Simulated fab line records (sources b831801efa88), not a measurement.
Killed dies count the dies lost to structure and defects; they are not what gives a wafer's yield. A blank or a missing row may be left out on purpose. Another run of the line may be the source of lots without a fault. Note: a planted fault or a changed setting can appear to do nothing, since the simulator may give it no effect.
fab line records -- flow sky130
record: lots: 5, wafers: 23
route steps=708 shown VT_ADJUST_NCORE@123 VT_ADJUST_HVTR@133 VT_ADJUST_PCH@151 SONOS_TUNNEL@160 SONOS_ONO@170 GATE_OXIDE@187
start-h: the number of hours between the record's first day and the start of the first shown wafer of the lot -- wait-h: time in hours since the lot's previous step -- " unchanged from the row above -- L1.1+2: several wafers, shown together as one row -- - value missing, or start not given -- * or withheld: withheld -- < > ~ a bound
route shown NAME@n: names a module that has steps shown in the file, with the first one's number in the route -- usual: the fault-free wafers' mean and standard deviation -- same: alike in all rows -- chamber/n: place in a boat -- sites: each site's reading -- _std_site: their standard deviation -- _edge_site: mean of outer sites minus mean of inner sites -- radius-mm: for every site, how far away it sits from the centre of the wafer -- mask NAME#n: copy n -- behind: the last tool/chamber to shape the wafer -- hold: why the lot was held/for how many hours/how that ended -- device: the transistor (n, p or np) that didn't switch -- end of line: the tests these same wafers got at the end of their route -- a step with no rows: only its recipe -- killed: the dies lost at the first sort to structure and to defects; this is not the yield of the wafer -- map: per-die view of a wafer (x killed, . not killed, _ where there is no die)
set.NAME: the setting that was run; set.NAME@STEP: the one run at that earlier step -- model.NAME: the simulator's own value behind a step, which no gauge read
lots whose settings were changed on purpose; a table a step, a row a wafer
== steps ==
step: SKY_VT_ADJUST_NCORE_EXPOSE_04
recipe: mask-id: LVTN_COMPLEMENT_THIN, na: 0.6, source-shape: conventional, sigma-outer: 0.6, polarization: unpolarized, target-cd-nm: 380, dose-mj: 139
lot.wafer,tool,chamber,start-h,wait-h,mask,set.dose-mj
L076.2+4+5,iline-stepper-02,0,-,-,LVTN_COMPLEMENT_THIN#0,139
L077.1+2,iline-stepper-01,0,-,-,LVTN_COMPLEMENT_THIN#0,135.9
L077.4+5+6,iline-stepper-01,0,-,-,LVTN_COMPLEMENT_THIN#0,139
L082.1+3+4,iline-stepper-02,0,-,-,LVTN_COMPLEMENT_THIN#0,139
L082.2+6,iline-stepper-02,0,-,-,LVTN_COMPLEMENT_THIN#0,133.7
L083.1+2,iline-stepper-02,0,-,-,LVTN_COMPLEMENT_THIN#0,142.4
L083.3+4+6,iline-stepper-02,0,-,-,LVTN_COMPLEMENT_THIN#0,139
L084.1+3+6,iline-stepper-01,0,-,-,LVTN_COMPLEMENT_THIN#0,139
L084.2+5,iline-stepper-01,0,-,-,LVTN_COMPLEMENT_THIN#0,148.7
step: SKY_VT_ADJUST_NCORE_PEB_05
recipe: temp-c: withheld, time-s: *, resist: NOVOLAK
step: SKY_VT_ADJUST_NCORE_DEVELOP_06
recipe: resist: NOVOLAK, developer: TMAH, develop-time-s: 62.21, dev-temp-c: 23
lot.wafer,tool,chamber,start-h,wait-h,set.resist-thk-nm@VT_ADJUST_NCORE_COAT_02,set.dose-mj@VT_ADJUST_NCORE_EXPOSE_04,model.VT_ADJUST_NCORE.cd-nm
L076.2,litho-track-02,0,188.49,0.1,1140,139,377.8
L076.4,litho-track-02,0,188.49,0.1,1140,139,379.1
L076.5,litho-track-02,0,188.49,0.1,1140,139,378
L077.1,litho-track-02,0,203.02,0.1,1140,135.9,375
L077.2,litho-track-02,0,203.02,0.1,1095,135.9,381.3
L077.4,litho-track-02,0,203.02,0.1,1095,139,386
L077.5,litho-track-02,0,203.02,0.1,1095,139,383.8
L077.6,litho-track-02,0,203.02,0.1,1140,139,383.1
L082.1+3,litho-track-04,0,231.43,0.1,1140,139,384
L082.2,litho-track-04,0,231.43,0.1,1096,133.7,376.7
L082.4,litho-track-04,0,231.43,0.1,1096,139,386.5
L082.6,litho-track-04,0,231.43,0.1,1096,133.7,376.9
L083.1,litho-track-02,0,245.72,0.1,1140,142.4,385.8
L083.2,litho-track-02,0,245.72,0.1,1140,142.4,386.3
L083.3,litho-track-02,0,245.72,0.1,1140,139,380.4
L083.4,litho-track-02,0,245.72,0.1,1101,139,382.4
L083.6,litho-track-02,0,245.72,0.1,1101,139,385.1
L084.1,litho-track-01,0,250.67,0.1,1140,139,376.5
L084.2,litho-track-01,0,250.67,0.1,1203,148.7,391.7
L084.3,litho-track-01,0,250.67,0.1,1140,139,376.3
L084.5,litho-track-01,0,250.67,0.1,1140,148.7,398.5
L084.6,litho-track-01,0,250.67,0.1,1203,139,372.7
step: SKY_VT_ADJUST_NCORE_CD_MEAS_07
recipe: target-cd-nm: 380
usual: cd-nm: 380.0/2.4
lot.wafer,tool,chamber,start-h,wait-h,set.resist-thk-nm@VT_ADJUST_NCORE_COAT_02,set.dose-mj@VT_ADJUST_NCORE_EXPOSE_04,cd-nm
L076.2,cd-sem-01,-,188.64,0.1,1140,139,378.0
L076.4,cd-sem-01,-,188.64,0.1,1140,139,378.9
L076.5,cd-sem-01,-,188.64,0.1,1140,139,378.0
L077.1,cd-sem-02,-,203.17,0.1,1140,135.9,374.9
L077.2,cd-sem-02,-,203.17,0.1,1095,135.9,381.4
L077.4,cd-sem-02,-,203.17,0.1,1095,139,386.3
L077.5,cd-sem-02,-,203.17,0.1,1095,139,384.1
L077.6,cd-sem-02,-,203.17,0.1,1140,139,383.2
L082.1,cd-sem-01,-,231.58,0.1,1140,139,383.8
L082.2,cd-sem-01,-,231.58,0.1,1096,133.7,376.5
L082.3,cd-sem-01,-,231.58,0.1,1140,139,384.1
L082.4,cd-sem-01,-,231.58,0.1,1096,139,386.5
L082.6,cd-sem-01,-,231.58,0.1,1096,133.7,376.8
L083.1,cd-sem-01,-,245.87,0.1,1140,142.4,385.5
L083.2,cd-sem-01,-,245.87,0.1,1140,142.4,386.2
L083.3,cd-sem-01,-,245.87,0.1,1140,139,380.6
L083.4,cd-sem-01,-,245.87,0.1,1101,139,382.2
L083.6,cd-sem-01,-,245.87,0.1,1101,139,385.2
L084.1,cd-sem-01,-,250.82,0.1,1140,139,376.1
L084.2,cd-sem-01,-,250.82,0.1,1203,148.7,391.7
L084.3,cd-sem-01,-,250.82,0.1,1140,139,376.3
L084.5,cd-sem-01,-,250.82,0.1,1140,148.7,398.4
L084.6,cd-sem-01,-,250.82,0.1,1203,139,372.6
step: SKY_VT_ADJUST_NCORE_IMPLANT_09
recipe: species: B, energy-kev: 10, dose-cm2: 2.4e+12, tilt-deg: withheld
step: SKY_VT_ADJUST_NCORE_STRIP_10
recipe: chemistry: O2/N2, power-w: 1400, pressure-mtorr: 1500, platen-temp-c: withheld, o2-flow-sccm: 3000, n2-flow-sccm: 300, overash-fraction: 0.5
usual: strip-time-to-endpoint-s: 14.17/0.037
lot.wafer,tool,chamber,start-h,wait-h,set.resist-thk-nm@VT_ADJUST_NCORE_COAT_02,strip-time-to-endpoint-s
L076.2,plasma-asher-01,1,188.92,0.1,1140,14.19
L076.4,plasma-asher-01,0,188.92,0.1,1140,14.14
L076.5,plasma-asher-01,0,188.92,0.1,1140,14.14
L077.1,plasma-asher-01,1,203.47,0.1,1140,14.18
L077.2,plasma-asher-01,0,203.47,0.1,1095,13.65
L077.4,plasma-asher-01,1,203.47,0.1,1095,13.65
L077.5,plasma-asher-01,1,203.47,0.1,1095,13.62
L077.6,plasma-asher-01,0,203.47,0.1,1140,14.14
L082.1,plasma-asher-03,0,231.89,0.1,1140,14.19
L082.2,plasma-asher-03,1,231.89,0.1,1096,13.61
L082.3,plasma-asher-03,1,231.89,0.1,1140,14.16
L082.4,plasma-asher-03,0,231.89,0.1,1096,13.67
L082.6,plasma-asher-03,0,231.89,0.1,1096,13.64
L083.1,plasma-asher-01,0,246.17,0.1,1140,14.19
L083.2,plasma-asher-01,1,246.17,0.1,1140,14.14
L083.3,plasma-asher-01,0,246.17,0.1,1140,14.17
L083.4,plasma-asher-01,1,246.17,0.1,1101,13.68
L083.6,plasma-asher-01,0,246.17,0.1,1101,13.71
L084.1,plasma-asher-03,1,251.13,0.1,1140,14.13
L084.2,plasma-asher-03,0,251.13,0.1,1203,14.89
L084.3,plasma-asher-03,0,251.13,0.1,1140,14.16
L084.5,plasma-asher-03,1,251.13,0.1,1140,14.17
L084.6,plasma-asher-03,0,251.13,0.1,1203,14.86
step: SKY_VT_ADJUST_HVTR_COAT_02
recipe: resist: NOVOLAK, spin-rpm: 3000, resist-thk-nm: 1140
lot.wafer,tool,chamber,start-h,wait-h,set.spin-rpm,model.NOVOLAK_of_VT_ADJUST_HVTR_COAT_02.thk-nm
L076.2,litho-track-03,0,200.37,0.1,3000,1138
L076.4,litho-track-03,0,200.37,0.1,3000,1139
L076.5,litho-track-03,0,200.37,0.1,3000,1141
L077.1+4+6,litho-track-04,0,213.08,0.1,3081,1122
L077.2,litho-track-04,0,213.08,0.1,3000,1140
L077.5,litho-track-04,0,213.08,0.1,3000,1138
L082.1,litho-track-04,0,244.53,0.1,3000,1140
L082.2,litho-track-04,0,244.53,0.1,3201,1102
L082.3,litho-track-04,0,244.53,0.1,3201,1103
L082.4,litho-track-04,0,244.53,0.1,3000,1135
L082.6,litho-track-04,0,244.53,0.1,3000,1139
L083.1,litho-track-02,0,257.32,0.1,3000,1142
L083.2,litho-track-02,0,257.32,0.1,3000,1143
L083.3+4,litho-track-02,0,257.32,0.1,3000,1141
L083.6,litho-track-02,0,257.32,0.1,3000,1140
L084.1,litho-track-02,0,262.27,0.1,3000,1139
L084.2+6,litho-track-02,0,262.27,0.1,2804,1179
L084.3,litho-track-02,0,262.27,0.1,2804,1178
L084.5,litho-track-02,0,262.27,0.1,3000,1140
step: SKY_VT_ADJUST_HVTR_IMPLANT_09
recipe: species: B, energy-kev: 10, dose-cm2: 2.1e+12, tilt-deg: withheld
lot.wafer,tool,chamber,start-h,wait-h,set.dose-cm2
L076.2+4+5,implanter-02,0,211.13,0.0,2.1e+12
L077.1+5+6,implanter-04,0,225.07,0.0,2.235e+12
L077.2+4,implanter-04,0,225.07,0.0,2.1e+12
L082.1+2+3+4+6,implanter-04,0,256.20,0.0,2.1e+12
L083.1+4,implanter-02,0,270.25,0.0,1.95e+12
L083.2+3+6,implanter-02,0,270.25,0.0,2.1e+12
L084.1+2+3+5+6,implanter-03,0,274.80,0.0,2.1e+12
step: SKY_VT_ADJUST_HVTR_STRIP_10
recipe: chemistry: O2/N2, power-w: 1400, pressure-mtorr: 1500, platen-temp-c: withheld, o2-flow-sccm: 3000, n2-flow-sccm: 300, overash-fraction: 0.5
usual: strip-time-to-endpoint-s: 14.16/0.033
lot.wafer,tool,chamber,start-h,wait-h,set.spin-rpm@VT_ADJUST_HVTR_COAT_02,strip-time-to-endpoint-s
L076.2,plasma-asher-04,0,211.25,0.1,3000,14.14
L076.4,plasma-asher-04,0,211.25,0.1,3000,14.14
L076.5,plasma-asher-04,0,211.25,0.1,3000,14.18
L077.1,plasma-asher-03,1,225.22,0.1,3081,13.98
L077.2,plasma-asher-03,0,225.22,0.1,3000,14.18
L077.4,plasma-asher-03,1,225.22,0.1,3081,13.96
L077.5,plasma-asher-03,0,225.22,0.1,3000,14.15
L077.6,plasma-asher-03,1,225.22,0.1,3081,13.96
L082.1,plasma-asher-04,0,256.35,0.1,3000,14.20
L082.2,plasma-asher-04,1,256.35,0.1,3201,13.73
L082.3,plasma-asher-04,1,256.35,0.1,3201,13.73
L082.4,plasma-asher-04,0,256.35,0.1,3000,14.11
L082.6,plasma-asher-04,1,256.35,0.1,3000,14.18
L083.1,plasma-asher-02,1,270.40,0.1,3000,14.19
L083.2,plasma-asher-02,0,270.40,0.1,3000,14.21
L083.3,plasma-asher-02,0,270.40,0.1,3000,14.19
L083.4,plasma-asher-02,1,270.40,0.1,3000,14.21
L083.6,plasma-asher-02,0,270.40,0.1,3000,14.18
L084.1,plasma-asher-03,1,274.95,0.1,3000,14.17
L084.2,plasma-asher-03,0,274.95,0.1,2804,14.58
L084.3,plasma-asher-03,0,274.95,0.1,2804,14.59
L084.5,plasma-asher-03,0,274.95,0.1,3000,14.17
L084.6,plasma-asher-03,1,274.95,0.1,2804,14.61
step: SKY_VT_ADJUST_HVTR_TW_MEAS_11
usual: VT_ADJUST_HVTR_TW: 213.1/1.2
lot.wafer,tool,chamber,start-h,wait-h,set.dose-cm2@VT_ADJUST_HVTR_IMPLANT_09,VT_ADJUST_HVTR_TW
L076.2,film-metro-02,-,211.36,0.1,2.1e+12,211.5
L076.4,film-metro-02,-,211.36,0.1,2.1e+12,213.6
L076.5,film-metro-02,-,211.36,0.1,2.1e+12,212.2
L077.1,film-metro-04,-,225.32,0.1,2.235e+12,216.4
L077.2,film-metro-04,-,225.32,0.1,2.1e+12,212.9
L077.4,film-metro-04,-,225.32,0.1,2.1e+12,212.8
L077.5,film-metro-04,-,225.32,0.1,2.235e+12,216.5
L077.6,film-metro-04,-,225.32,0.1,2.235e+12,216.5
L082.1,film-metro-02,-,256.45,0.1,2.1e+12,211.0
L082.2,film-metro-02,-,256.45,0.1,2.1e+12,214.8
L082.3,film-metro-02,-,256.45,0.1,2.1e+12,213.5
L082.4,film-metro-02,-,256.45,0.1,2.1e+12,211.2
L082.6,film-metro-02,-,256.45,0.1,2.1e+12,213.2
L083.1,film-metro-01,-,270.50,0.1,1.95e+12,209.7
L083.2,film-metro-01,-,270.50,0.1,2.1e+12,215.6
L083.3,film-metro-01,-,270.50,0.1,2.1e+12,214.4
L083.4,film-metro-01,-,270.50,0.1,1.95e+12,210.1
L083.6,film-metro-01,-,270.50,0.1,2.1e+12,214.6
L084.1,film-metro-04,-,275.11,0.1,2.1e+12,214.4
L084.2,film-metro-04,-,275.11,0.1,2.1e+12,214.9
L084.3,film-metro-04,-,275.11,0.1,2.1e+12,214.6
L084.5,film-metro-04,-,275.11,0.1,2.1e+12,215.2
L084.6,film-metro-04,-,275.11,0.1,2.1e+12,215.9
step: SKY_VT_ADJUST_PCH_IMPLANT_08
recipe: species: B, energy-kev: 10, dose-cm2: 5e+11, tilt-deg: withheld
lot.wafer,tool,chamber,start-h,wait-h,set.dose-cm2
L076.2+4+5,implanter-01,0,234.01,0.0,5e+11
L077.1+4+5,implanter-03,0,248.71,0.0,4.673e+11
L077.2+6,implanter-03,0,248.71,0.0,5e+11
L082.1+2+4,implanter-03,0,281.03,0.0,4.784e+11
L082.3+6,implanter-03,0,281.03,0.0,5e+11
L083.1+2+4,implanter-04,0,295.28,0.0,5e+11
L083.3+6,implanter-04,0,295.28,0.0,5.211e+11
L084.1+2+3+5+6,implanter-01,0,299.36,0.0,5e+11
step: SKY_VT_ADJUST_PCH_STRIP_09
recipe: chemistry: O2/N2, power-w: 1400, pressure-mtorr: 1500, platen-temp-c: withheld, o2-flow-sccm: 3000, n2-flow-sccm: 300, overash-fraction: 0.5
step: SKY_VT_ADJUST_PCH_TW_MEAS_10
usual: VT_ADJUST_PCH_TW: 144.1/0.97
lot.wafer,tool,chamber,start-h,wait-h,set.dose-cm2@VT_ADJUST_PCH_IMPLANT_08,VT_ADJUST_PCH_TW
L076.2,film-metro-01,-,234.24,0.1,5e+11,145.3
L076.4,film-metro-01,-,234.24,0.1,5e+11,145.6
L076.5,film-metro-01,-,234.24,0.1,5e+11,145.7
L077.1,film-metro-04,-,248.96,0.1,4.673e+11,142.1
L077.2,film-metro-04,-,248.96,0.1,5e+11,144.0
L077.4,film-metro-04,-,248.96,0.1,4.673e+11,141.4
L077.5,film-metro-04,-,248.96,0.1,4.673e+11,141.6
L077.6,film-metro-04,-,248.96,0.1,5e+11,144.2
L082.1,film-metro-03,-,281.28,0.1,4.784e+11,140.7
L082.2,film-metro-03,-,281.28,0.1,4.784e+11,140.8
L082.3,film-metro-03,-,281.28,0.1,5e+11,142.8
L082.4,film-metro-03,-,281.28,0.1,4.784e+11,141.1
L082.6,film-metro-03,-,281.28,0.1,5e+11,142.9
L083.1,film-metro-01,-,295.53,0.1,5e+11,144.3
L083.2,film-metro-01,-,295.53,0.1,5e+11,144.6
L083.3,film-metro-01,-,295.53,0.1,5.211e+11,146.4
L083.4,film-metro-01,-,295.53,0.1,5e+11,144.4
L083.6,film-metro-01,-,295.53,0.1,5.211e+11,145.9
L084.1,film-metro-03,-,299.61,0.1,5e+11,143.7
L084.2,film-metro-03,-,299.61,0.1,5e+11,143.6
L084.3,film-metro-03,-,299.61,0.1,5e+11,143.4
L084.5,film-metro-03,-,299.61,0.1,5e+11,142.5
L084.6,film-metro-03,-,299.61,0.1,5e+11,143.3
step: SKY_SONOS_TUNNEL_DEVELOP_06
recipe: resist: NOVOLAK, developer: TMAH, develop-time-s: 60, dev-temp-c: 23
lot.wafer,tool,chamber,start-h,wait-h,set.develop-time-s
L076.2+4+5,litho-track-03,0,257.67,0.1,60
L077.1+6,litho-track-04,0,272.03,0.1,54.44
L077.2+4+5,litho-track-04,0,272.03,0.1,60
L082.1+2+3+4+6,litho-track-01,0,306.47,0.1,60
L083.1+2+3+4+6,litho-track-01,0,321.77,0.1,60
L084.1+3,litho-track-04,0,325.68,0.1,65.62
L084.2+5+6,litho-track-04,0,325.68,0.1,60
step: SKY_SONOS_TUNNEL_CD_MEAS_07
recipe: target-cd-nm: 410
usual: cd-nm: 409.7/2.5
lot.wafer,tool,chamber,start-h,wait-h,set.develop-time-s@SONOS_TUNNEL_DEVELOP_06,cd-nm
L076.2,cd-sem-01,-,257.82,0.1,60,411.9
L076.4,cd-sem-01,-,257.82,0.1,60,412.3
L076.5,cd-sem-01,-,257.82,0.1,60,412.0
L077.1,cd-sem-02,-,272.18,0.1,54.44,396.7
L077.2,cd-sem-02,-,272.18,0.1,60,405.2
L077.4,cd-sem-02,-,272.18,0.1,60,405.4
L077.5,cd-sem-02,-,272.18,0.1,60,404.5
L077.6,cd-sem-02,-,272.18,0.1,54.44,397.1
L082.1,cd-sem-02,-,306.62,0.1,60,409.3
L082.2,cd-sem-02,-,306.62,0.1,60,406.8
L082.3,cd-sem-02,-,306.62,0.1,60,408.5
L082.4,cd-sem-02,-,306.62,0.1,60,407.4
L082.6,cd-sem-02,-,306.62,0.1,60,406.8
L083.1,cd-sem-02,-,321.92,0.1,60,408.8
L083.2,cd-sem-02,-,321.92,0.1,60,407.5
L083.3,cd-sem-02,-,321.92,0.1,60,409.5
L083.4,cd-sem-02,-,321.92,0.1,60,409.9
L083.6,cd-sem-02,-,321.92,0.1,60,407.7
L084.1,cd-sem-02,-,325.83,0.1,65.62,417.7
L084.2,cd-sem-02,-,325.83,0.1,60,410.6
L084.3,cd-sem-02,-,325.83,0.1,65.62,418.6
L084.5,cd-sem-02,-,325.83,0.1,60,409.6
L084.6,cd-sem-02,-,325.83,0.1,60,409.5
step: SKY_SONOS_ONO_CVD_02
recipe: material: Si3N4, precursor: DCS/NH3, target-thk-nm: 10.5, temp-c: 770, time-s: 180, pressure-mtorr: 250
lot.wafer,tool,chamber,start-h,wait-h,set.time-s,model.Si3N4_of_SONOS_ONO_CVD_02.thk-nm
L076.2,lpcvd-02,0,261.67,1.1,180,10.34
L076.4,lpcvd-02,0,261.67,1.1,180,10.35
L076.5,lpcvd-02,0,261.67,1.1,180,10.47
L077.1,-,-,-,2.7,197.7,11.28
L077.2+6,-,-,-,2.7,197.7,11.42
L077.4,-,-,-,2.7,197.7,11.29
L077.5,-,-,-,2.7,197.7,11.33
L082.1,-,-,-,0.1,196.5,11.55
L082.2,-,-,-,0.1,196.5,11.52
L082.3,-,-,-,0.1,196.5,11.53
L082.4,-,-,-,0.1,196.5,11.56
L082.6,-,-,-,0.1,196.5,11.59
L083.1,-,-,-,0.3,194.4,11.09
L083.2,-,-,-,0.3,194.4,11.04
L083.3+4,-,-,-,0.3,194.4,10.96
L083.6,-,-,-,0.3,194.4,10.95
L084.1,-,-,-,4.2,163.9,9.259
L084.2,-,-,-,4.2,163.9,9.27
L084.3,-,-,-,4.2,163.9,9.355
L084.5,-,-,-,4.2,163.9,9.351
L084.6,-,-,-,4.2,163.9,9.297
step: SKY_SONOS_ONO_THK_MEAS_03
recipe: reads: Si3N4_of_SONOS_ONO_CVD_02
usual: SONOS_ONO_CVD_02_THK: 10.37/0.15
lot.wafer,tool,chamber,start-h,wait-h,set.time-s@SONOS_ONO_CVD_02,SONOS_ONO_CVD_02_THK[nm]
L076.2,film-metro-03,-,262.73,0.0,180,10.37
L076.4,film-metro-03,-,262.73,0.0,180,10.42
L076.5,film-metro-03,-,262.73,0.0,180,10.41
L077.1,film-metro-03,-,-,-,197.7,11.30
L077.2,film-metro-03,-,-,-,197.7,11.35
L077.4,film-metro-03,-,-,-,197.7,11.23
L077.5,film-metro-03,-,-,-,197.7,11.35
L077.6,film-metro-03,-,-,-,197.7,11.43
L082.1,film-metro-02,-,-,-,196.5,11.54
L082.2,film-metro-02,-,-,-,196.5,11.50
L082.3,film-metro-02,-,-,-,196.5,11.61
L082.4,film-metro-02,-,-,-,196.5,11.49
L082.6,film-metro-02,-,-,-,196.5,11.59
L083.1,film-metro-02,-,-,-,194.4,11.11
L083.2,film-metro-02,-,-,-,194.4,11.03
L083.3,film-metro-02,-,-,-,194.4,10.99
L083.4,film-metro-02,-,-,-,194.4,10.98
L083.6,film-metro-02,-,-,-,194.4,11.01
L084.1,film-metro-03,-,-,-,163.9,9.23
L084.2,film-metro-03,-,-,-,163.9,9.26
L084.3,film-metro-03,-,-,-,163.9,9.38
L084.5,film-metro-03,-,-,-,163.9,9.35
L084.6,film-metro-03,-,-,-,163.9,9.26
step: SKY_SONOS_ONO_CVD_04
recipe: material: SiO2, precursor: SiH4/N2O, target-thk-nm: 5.7199, temp-c: 900, pressure-mtorr: 400
lot.wafer,tool,chamber,start-h,wait-h,set.temp-c,model.SiO2_of_SONOS_ONO_CVD_04.thk-nm
L076.2,lpcvd-03,1,262.78,0.0,900,5.74
L076.4,lpcvd-03,1,262.78,0.0,900,5.757
L076.5,lpcvd-03,1,262.78,0.0,900,5.852
L077.1,-,-,-,0.1,918.4,7.572
L077.2,-,-,-,0.1,918.4,7.567
L077.4,-,-,-,0.1,918.4,7.56
L077.5,-,-,-,0.1,918.4,7.557
L077.6,-,-,-,0.1,918.4,7.513
L082.1,-,-,-,0.1,908.8,6.469
L082.2,-,-,-,0.1,908.8,6.576
L082.3,-,-,-,0.1,908.8,6.566
L082.4,-,-,-,0.1,908.8,6.505
L082.6,-,-,-,0.1,908.8,6.63
L083.1,-,-,-,0.1,900,5.671
L083.2,-,-,-,0.1,900,5.76
L083.3,-,-,-,0.1,900,5.714
L083.4,-,-,-,0.1,900,5.656
L083.6,-,-,-,0.1,900,5.746
L084.1,-,-,-,0.1,900,5.61
L084.2,-,-,-,0.1,900,5.607
L084.3,-,-,-,0.1,900,5.69
L084.5,-,-,-,0.1,900,5.622
L084.6,-,-,-,0.1,900,5.618
step: SKY_SONOS_ONO_THK_MEAS_05
recipe: reads: SiO2_of_SONOS_ONO_CVD_04
usual: SONOS_ONO_CVD_04_THK: 5.65/0.094
lot.wafer,tool,chamber,start-h,wait-h,set.temp-c@SONOS_ONO_CVD_04,SONOS_ONO_CVD_04_THK[nm]
L076.2,film-metro-02,-,264.04,0.0,900,5.73
L076.4,film-metro-02,-,264.04,0.0,900,5.77
L076.5,film-metro-02,-,264.04,0.0,900,5.85
L077.1,film-metro-02,-,-,-,918.4,7.57
L077.2,film-metro-02,-,-,-,918.4,7.57
L077.4,film-metro-02,-,-,-,918.4,7.53
L077.5,film-metro-02,-,-,-,918.4,7.57
L077.6,film-metro-02,-,-,-,918.4,7.53
L082.1,film-metro-03,-,-,-,908.8,6.44
L082.2,film-metro-03,-,-,-,908.8,6.57
L082.3,film-metro-03,-,-,-,908.8,6.54
L082.4,film-metro-03,-,-,-,908.8,6.55
L082.6,film-metro-03,-,-,-,908.8,6.60
L083.1,film-metro-02,-,-,-,900,5.61
L083.2,film-metro-02,-,-,-,900,5.80
L083.3,film-metro-02,-,-,-,900,5.76
L083.4,film-metro-02,-,-,-,900,5.60
L083.6,film-metro-02,-,-,-,900,5.79
L084.1,film-metro-03,-,-,-,900,5.62
L084.2,film-metro-03,-,-,-,900,5.62
L084.3,film-metro-03,-,-,-,900,5.70
L084.5,film-metro-03,-,-,-,900,5.64
L084.6,film-metro-03,-,-,-,900,5.62
step: SKY_SONOS_ONO_ETCH_15
recipe: target-depth-nm: 19.52, chemistry: CHF3/O2, source-w: 600, bias-w: 200, pressure-mtorr: 40, chf3-flow-sccm: 50, O2_flow_sccm: 5, time-s: 7.8
lot.wafer,tool,chamber,start-h,wait-h,set.bias-w
L076.2+4+5,rie-diel-01,"1,0,0",288.42,0.0,200
L077.1+2+4,rie-diel-02,"1,0,3",304.94,0.0,192.6
L077.5+6,rie-diel-02,"2,1",304.94,0.0,200
L082.1+2+3,rie-diel-01,"3,2,0",337.77,0.0,200
L082.4+6,rie-diel-01,"3,2",337.77,0.0,222.1
L083.1+2+3+4+6,rie-diel-01,"2,0,3,3,0",353.74,0.0,200
L084.1+2,rie-diel-01,"3,0",362.22,0.0,200
L084.3+5+6,rie-diel-01,"2,2,1",362.22,0.0,212.8
step: SKY_SONOS_ONO_WET_ETCH_16
recipe: chemistry: dHF, target-depth-nm: 14, dry: n2-spin, target: SiO2, dilution: 100:1, temp-c: 25, time-s: 280
step: SKY_SONOS_ONO_STRIP_17
recipe: chemistry: O2/N2, power-w: 1400, pressure-mtorr: 1500, platen-temp-c: withheld, o2-flow-sccm: 3000, n2-flow-sccm: 300, overash-fraction: 0.5
step: SKY_SONOS_ONO_WET_ETCH_18
recipe: chemistry: H3PO4, target-depth-nm: 15, target: Si3N4, temp-c: 160, time-s: 172
step: SKY_GATE_OXIDE_CLEAN_00
recipe: chemistry: SC1/SC2, mix: 1:4:20, temp-c: 70, time-s: 150, dry: n2-spin
lot.wafer,tool,chamber,start-h,wait-h,set.temp-c@SONOS_ONO_CVD_04,model.SiO2_of_SONOS_ONO_CVD_04.thk-nm
L076.2,wet-bench-01,3,288.69,0.0,900,4.91
L076.4,wet-bench-01,3,288.69,0.0,900,4.923
L076.5,wet-bench-01,3,288.69,0.0,900,5.021
L077.1,wet-bench-01,0,305.20,0.0,918.4,6.726
L077.2,wet-bench-01,0,305.20,0.0,918.4,6.724
L077.4,wet-bench-01,0,305.20,0.0,918.4,6.717
L077.5,wet-bench-01,0,305.20,0.0,918.4,6.713
L077.6,wet-bench-01,0,305.20,0.0,918.4,6.67
L082.1,wet-bench-02,0,338.04,0.0,908.8,5.628
L082.2,wet-bench-02,0,338.04,0.0,908.8,5.732
L082.3,wet-bench-02,0,338.04,0.0,908.8,5.723
L082.4,wet-bench-02,0,338.04,0.0,908.8,5.661
L082.6,wet-bench-02,0,338.04,0.0,908.8,5.79
L083.1,wet-bench-03,0,354.02,0.0,900,4.833
L083.2,wet-bench-03,0,354.02,0.0,900,4.922
L083.3,wet-bench-03,0,354.02,0.0,900,4.875
L083.4,wet-bench-03,0,354.02,0.0,900,4.819
L083.6,wet-bench-03,0,354.02,0.0,900,4.909
L084.1,wet-bench-03,0,362.50,0.0,900,4.776
L084.2,wet-bench-03,0,362.50,0.0,900,4.774
L084.3,wet-bench-03,0,362.50,0.0,900,4.856
L084.5,wet-bench-03,0,362.50,0.0,900,4.791
L084.6,wet-bench-03,0,362.50,0.0,900,4.785
== key ==
split: step: SKY_VT_ADJUST_NCORE_EXPOSE_04, setting: dose-mj, stated: 139, by: wafer
response: step: SKY_VT_ADJUST_NCORE_DEVELOP_06, reading: model.VT_ADJUST_NCORE.cd-nm, change: +2.59, per: 1%, r: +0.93
response: step: SKY_VT_ADJUST_NCORE_CD_MEAS_07, reading: cd-nm, change: +2.6, per: 1%, r: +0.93
split: step: SKY_VT_ADJUST_HVTR_COAT_02, setting: spin-rpm, stated: 3000, by: wafer
response: step: SKY_VT_ADJUST_HVTR_COAT_02, reading: model.NOVOLAK_of_VT_ADJUST_HVTR_COAT_02.thk-nm, change: -5.65, per: 1%, r: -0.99
response: step: SKY_VT_ADJUST_HVTR_STRIP_10, reading: strip-time-to-endpoint-s, change: *, per: 1%, r: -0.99
split: step: SKY_VT_ADJUST_HVTR_IMPLANT_09, setting: dose-cm2, stated: 2.1e+12, by: wafer
response: step: SKY_VT_ADJUST_HVTR_TW_MEAS_11, reading: VT_ADJUST_HVTR_TW, change: +0.637, per: 1%, r: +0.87
split: step: SKY_VT_ADJUST_PCH_IMPLANT_08, setting: dose-cm2, stated: 5e+11, by: wafer
response: step: SKY_VT_ADJUST_PCH_TW_MEAS_10, reading: VT_ADJUST_PCH_TW, change: +0.395, per: 1%, r: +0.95
split: step: SKY_SONOS_TUNNEL_DEVELOP_06, setting: develop-time-s, stated: 60, by: wafer
response: step: SKY_SONOS_TUNNEL_CD_MEAS_07, reading: cd-nm, change: +0.879, per: 1%, r: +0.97
split: step: SKY_SONOS_ONO_CVD_02, setting: time-s, stated: 180, by: lot
response: step: SKY_SONOS_ONO_CVD_02, reading: model.Si3N4_of_SONOS_ONO_CVD_02.thk-nm, change: +0.111, per: 1%, r: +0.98
response: step: SKY_SONOS_ONO_THK_MEAS_03, reading: SONOS_ONO_CVD_02_THK, change: +0.111, per: 1%, r: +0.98
split: step: SKY_SONOS_ONO_CVD_04, setting: temp-c, stated: 900, by: lot
response: step: SKY_SONOS_ONO_CVD_04, reading: model.SiO2_of_SONOS_ONO_CVD_04.thk-nm, change: +0.905, per: 1%, r: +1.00
response: step: SKY_SONOS_ONO_THK_MEAS_05, reading: SONOS_ONO_CVD_04_THK, change: +0.901, per: 1%, r: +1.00
response: step: SKY_GATE_OXIDE_CLEAN_00, reading: model.SiO2_of_SONOS_ONO_CVD_04.thk-nm, change: +0.9, per: 1%, r: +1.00
split: step: SKY_SONOS_ONO_ETCH_15, setting: bias-w, stated: 200, by: wafer
response none clear
split outside-this-file step=SKY_VT_ADJUST_NCORE_COAT_02 setting=resist-thk-nm
split outside-this-file: this setting was split too, and the file shows its column; the key of that split is in another file
